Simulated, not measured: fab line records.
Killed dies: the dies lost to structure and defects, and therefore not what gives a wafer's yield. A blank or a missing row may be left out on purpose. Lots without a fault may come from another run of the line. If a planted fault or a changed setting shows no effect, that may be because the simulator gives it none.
8D (eight disciplines) problem report, filled in by code | flow gf180mcu | the parts of the form that need people (team, actions taken, sign-off) are left out

== 1. THE PROBLEM ==
On 2 wafers of 1 lot, chamber-pressure-pa at GF_CONTACT_SPUTTER_22 has a mean of 3.753 Pa; fault-free wafers read 5.001 Pa, standard deviation 0.0098. That is -99 or more standard deviations from the usual mean.
The step: material Ti, target thk 15 nm, time 80.02 s.
Earliest sighting: wafer L178.2 on pvd-sputter-02 at day 20 04:20. At this step, 39 wafers from 13 lots have a number in the record. By rule, "out" or "out of limits" means more than 4 standard deviations away from the usual mean. All remaining wafers that have a number are taken as sound.

== 2. WHAT IT IS AND WHAT IT IS NOT ==
question                    | is                  | is not
which readings at this step | chamber-pressure-pa | -
which lots                  | L178                | L168, L169, L170, L173, L175, L176, L184, L185, L186, L187, L188, L189
which wafers of those lots  | L178.2, L178.4      | L178.6
read on which tools         | pvd-sputter-02      | pvd-sputter-01, pvd-sputter-03
when                        | from day 20 04:20   | up to then (19 sound wafers); but 18 sound wafers of L184, L185, L186, L187, L188, L189 came after

== 3. THE SUSPECTS, EACH WITH WHAT RULES IT OUT ==
Counting: if a tool at a process step up to the reading ran every lot that is out, it stays a suspect. Sound lots after the first of them don't rule it out here, since some wafers of a struck lot are sound.
- rie-diel-03 at GF_CONTACT_ETCH_16 (etches BARC in N2/H2): kept. It processed L178, the lot that is out, at day 20 03:51, and its most recent sound lot before then was L176 at day 19 07:55.
- pvd-sputter-02 at GF_CONTACT_SPUTTER_22 (material Ti, target thk 15 nm, time 80.02 s): kept. It processed L178, the lot that is out, at day 20 04:20, and its most recent sound lot before then was L170 at day 17 12:06. Out on those wafers are its own readings of chamber-pressure-pa.
Left after counting: rie-diel-03 at GF_CONTACT_ETCH_16, pvd-sputter-02 at GF_CONTACT_SPUTTER_22.

== 4. THE CAUSE (what the simulator had put in) ==
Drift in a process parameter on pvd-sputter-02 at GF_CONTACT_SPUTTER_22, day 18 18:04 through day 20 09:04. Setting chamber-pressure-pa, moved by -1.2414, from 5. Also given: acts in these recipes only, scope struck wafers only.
Counting leaves 2 suspects; this tool is one of them.

== 5. THE CHAIN OF EFFECTS, in route order ==
Rows list readings where the struck wafers' mean (over those with a number) sits beyond 3 standard deviations from the usual. Only readings for which the record gives a usual standard deviation are gone through. hours: the time from each lot's start at the first step in this table that gives one to its start at this step, as a median over the lots. sigmas: the change in usual standard deviations.
hours | step                  | reading             | usual    | on struck wafers | change | sigmas
0     | GF_CONTACT_SPUTTER_22 | chamber-pressure-pa | 5.001 Pa | 3.753            | -1.248 | -99 or more
0     | GF_CONTACT_SPUTTER_22 | throttle-valve-pct  | 30.2 %   | 34.3             | +4.1   | +4.1
It contains these process steps:
- GF_CONTACT_SPUTTER_22: material Ti, target thk 15 nm, time 80.02 s.

== 6. HOW IT WOULD HAVE BEEN CAUGHT EARLIER ==
In this record the first reading out of limits was taken at day 20 04:20, 34 hours after the fault began at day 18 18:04.
